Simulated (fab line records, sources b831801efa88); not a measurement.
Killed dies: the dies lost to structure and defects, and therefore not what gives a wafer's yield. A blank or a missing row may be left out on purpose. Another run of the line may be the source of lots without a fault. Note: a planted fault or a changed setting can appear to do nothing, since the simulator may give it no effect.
Comparing a struck lot with a sound one	flow gf180mcu	14 out of 602 route steps
Sound: wafers L769.1, L769.3, L769.5. Wafers L772.3, L772.4, L772.5 were the ones struck. The cause is named last.
Per side, at each step with rows, come the tool, then ch with its chambers, and then its first start. Under that, the readings that differ: sound wafers	struck wafers	difference of the means	sigmas: that difference in standard deviations of wafers without a fault.
alike: readings with means less than 2 such deviations apart, plus words and numbers identical on both sides. not compared: withheld readings, readings lacking a value on some wafer, bounds such as >300 that could conceal the same value, and numbers that have no deviation in the record and whose values overlap.
Wherever a step has rows on one side only, a row that says differs or no value, or a row with sigmas, the two part there. When numbers do not overlap yet have no deviation, they are printed without sigmas and do not part them. A reading missing from all wafers of one side parts the sides only when that side holds two or more wafers.

first, 2 steps without rows for these wafers: GF_VT_IMPLANT_PEB_05; GF_VT_IMPLANT_DEVELOP_06 (develop time 60 s).
GF_VT_IMPLANT_OVL_MEAS_07:
  sound on overlay-01 at day 6 14:57; struck on overlay-02 at day 7 08:28
  alike: VT_IMPLANT_OVL
next, for these wafers, 1 step has no rows: GF_VT_IMPLANT_IMPLANT_08.
GF_VT_IMPLANT_STRIP_09: strips in O2/N2.
  sound on plasma_asher-04 ch 0,1, day 6 15:08; struck on plasma_asher-02 ch 0,1, day 7 08:41
  alike: drypump_motor_current_A, heater_power_w, oes_product_au, strip_time_to_endpoint_s
  not compared: rf_hours_counter_h
GF_VT_IMPLANT_TW_MEAS_10:
  sound on film_metro-04 at day 6 15:14; struck on film_metro-04 at day 7 08:46
  alike: VT_IMPLANT_TW
then, 6 steps without rows for these wafers: GF_VT_IMPLANT_DEHYDRATE_11 (time 60 s); GF_VT_IMPLANT_HMDS_12 (prime time 60 s); GF_VT_IMPLANT_COAT_13 (resist thk 1020 nm); GF_VT_IMPLANT_SOFTBAKE_14 (time 60 s); GF_VT_IMPLANT_EXPOSE_15 (exposes mask Nwell LV AREA, target cd 860 nm); GF_VT_IMPLANT_PEB_16.
GF_VT_IMPLANT_DEVELOP_17: develop time 60 s.
  sound on litho_track-02 ch 0, day 7 06:43; struck on litho_track-02, day 8 00:34
  no value came back on the struck wafers for chill_plate_temp_C (C), develop_time_s (s); on the sound wafers chill_plate_temp_C (C) reads 23.14 22.92 23.05
GF_VT_IMPLANT_OVL_MEAS_18:
  sound on overlay-02 at day 7 06:52; struck on overlay-01 at day 8 00:40
reading	sound	struck	difference	sigmas
VT_IMPLANT_01_OVL (nm)	-1.1 0.7 -1.6	- - -	no value on the struck wafers	

== WHERE THEY PART ==
At GF_VT_IMPLANT_DEVELOP_17 first; at GF_VT_IMPLANT_OVL_MEAS_18 last (within this record only).

WHY: whatever the simulator had introduced
Whole step skipped at GF_VT_IMPLANT_DEVELOP_17 on litho_track-02, starting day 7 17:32. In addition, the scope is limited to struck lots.
